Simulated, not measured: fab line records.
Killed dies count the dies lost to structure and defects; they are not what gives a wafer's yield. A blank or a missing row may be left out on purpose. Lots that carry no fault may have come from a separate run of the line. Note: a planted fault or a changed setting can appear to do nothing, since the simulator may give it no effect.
A lot that was struck, set against a sound lot + flow sky130 + 16 steps out of a route of 708
Sound: wafers L970.2, L970.3, L970.5. Wafers L976.1, L976.4, L976.5 were the ones struck. The cause is given at the end.
Each step with rows lists, per side, the tool, then ch with its chambers, then its first start. Under that, the readings that differ: sound wafers + struck wafers + difference of the means + sigmas: that difference in standard deviations of wafers without a fault.
alike: a reading whose means differ by less than 2 such deviations, as well as words and numbers matching on both sides. not compared: withheld readings; readings where some wafer has no value; bounds like >300 that might hide an equal value; numbers whose values overlap and for which the record gives no deviation.
Wherever a step has rows on one side only, a row that says differs or no value, or a row with sigmas, the two part there. When numbers do not overlap yet have no deviation, they are printed without sigmas and do not part them. A reading that every wafer of one side lacks parts them only if that side has two wafers or more.

first, 5 steps without rows for these wafers: SKY_POLY_GATE_COAT_08 (resist thk 450 nm); SKY_POLY_GATE_SOFTBAKE_09 (time 90 s); SKY_POLY_GATE_EXPOSE_10 (exposes mask P1M, target cd 150 nm); SKY_POLY_GATE_PEB_11; SKY_POLY_GATE_DEVELOP_12 (develop time 60 s).
SKY_POLY_GATE_CD_MEAS_13: the cd target is 150 nm.
  sound on cdSem-02, day 20 03:38; struck on cdSem-01, day 21 12:13
  alike: cdNm
SKY_POLY_GATE_OVL_MEAS_14:
  sound on overlay-01, day 20 03:44; struck on overlay-01, day 21 12:20
  alike: POLY_GATE_OVL
SKY_POLY_GATE_ETCH_15: etches BARC in N2/H2, stops on SiO2, time 118.5 s, target depth 110 nm.
  sound on rieDiel-02 ch 0,3, day 20 03:46; struck on rieDiel-03 ch 0,1,2, day 21 12:22
  alike: drypumpMotorCurrentA, oesProductAu, throttleValvePct
  not compared: rfHoursCounterH
SKY_POLY_GATE_ETCH_16: etches Si3N4 in CH3F/O2, stops on poly-Si, time 147.5 s, target depth 75 nm.
  sound on rieDiel-02 ch 0,3, day 20 03:51; struck on rieDiel-03 ch 0,1,2, day 21 12:27
  alike: drypumpMotorCurrentA, oesProductAu, throttleValvePct
  not compared: rfHoursCounterH
SKY_POLY_GATE_ETCH_17: etches poly-Si in HBr/Cl2, stops on SiO2, target depth 180 nm, time 70.5 s.
  sound on rieSi-02 ch 0,2, day 20 03:57; struck on rieSi-02 ch 0,1,2, day 21 12:33
  alike: HBr_flow_sccm, drypumpMotorCurrentA, oesProductAu, throttleValvePct
  not compared: rfHoursCounterH
SKY_POLY_GATE_STRIP_18: strips in O2/N2.
  sound on plasmaAsher-02 ch 0,1, day 20 04:00; struck on plasmaAsher-01 ch 0,1, day 21 12:36
  alike: drypumpMotorCurrentA, oesProductAu, stripTimeToEndpointS
  not compared: rfHoursCounterH
then, 1 step without rows for these wafers: SKY_POLY_GATE_CLEAN_19 (cleans in SC1/SC2, time 150 s).
SKY_POLY_GATE_OXIDATION_20: stabilise 600 s, purge 300 s, target thk 4 nm.
  sound on furnace-01 ch 0, day 20 04:09; struck on furnace-01 ch 0, day 21 14:10
  alike: spikeTcBottomC, spikeTcUpperC, zonePowerBottomPct, zonePowerUpperPct
SKY_POLY_GATE_THK_MEAS_21:
  sound on filmMetro-03, day 20 05:25; struck on filmMetro-01, day 21 15:25
| reading                      | sound          | struck         | difference | sigmas |
|------------------------------|----------------|----------------|------------|--------|
| POLY_GATE_OXIDATION_THK (nm) | 4.07 4.01 4.00 | 6.77 6.64 6.74 | +2.69      | +44    |
SKY_POLY_GATE_CD_MEAS_22:
  sound on cdSem-01, day 20 05:29; struck on cdSem-01, day 21 15:29
  alike: cdNm
-- record jumps: 27 days separate the struck wafers' starts on either side; left off in module POLY_GATE, taken up again in module PAD_OPEN, whose first shown step is the route's number 708 --
SKY_PAD_OPEN_PROBE_99:
  sound on prober-01, day 48 03:59; struck on prober-01, day 49 02:05
| reading                        | sound             | struck            | difference | sigmas |
|--------------------------------|-------------------|-------------------|------------|--------|
| model.etest.tipSonos.rsOhmSq   | 2680 2673 2676    | 2981 2939 2972    | +288       |        |
| model.etest.tipP.rsOhmSq       | 6706 6716 6712    | 7350 7263 7366    | +615       |        |
| model.etest.pfet_01v8.rOnOhmUm | 2889 2943 2850    | 3031 3107 3019    | +158       |        |
| model.etest.resPdiff.lineOhmUm | 1387 1364 1368    | 1409 1470 1438    | +66        |        |
| model.etest.tipN.rsOhmSq       | 444.9 447.3 442.1 | 493.4 492.7 493.7 | +48.5      |        |
  alike: killed_at_M0_to_M3, killed_at_M4_up, killedAtContacts, killedAtFrontEnd, killedAtOther, killedDies, killedOpen, killedShort
  not compared: model.etest.nfet_01v8.rOnOhmUm, model.etest.resNdiff.lineOhmUm, model.etest.sonosUncharged.rOnOhmUm

== WHERE THEY PART ==
SKY_POLY_GATE_THK_MEAS_21 only, going by this record. Later steps at which nothing parts them and some readings are alike: SKY_POLY_GATE_CD_MEAS_22, SKY_PAD_OPEN_PROBE_99.

WHY: whatever the simulator had introduced
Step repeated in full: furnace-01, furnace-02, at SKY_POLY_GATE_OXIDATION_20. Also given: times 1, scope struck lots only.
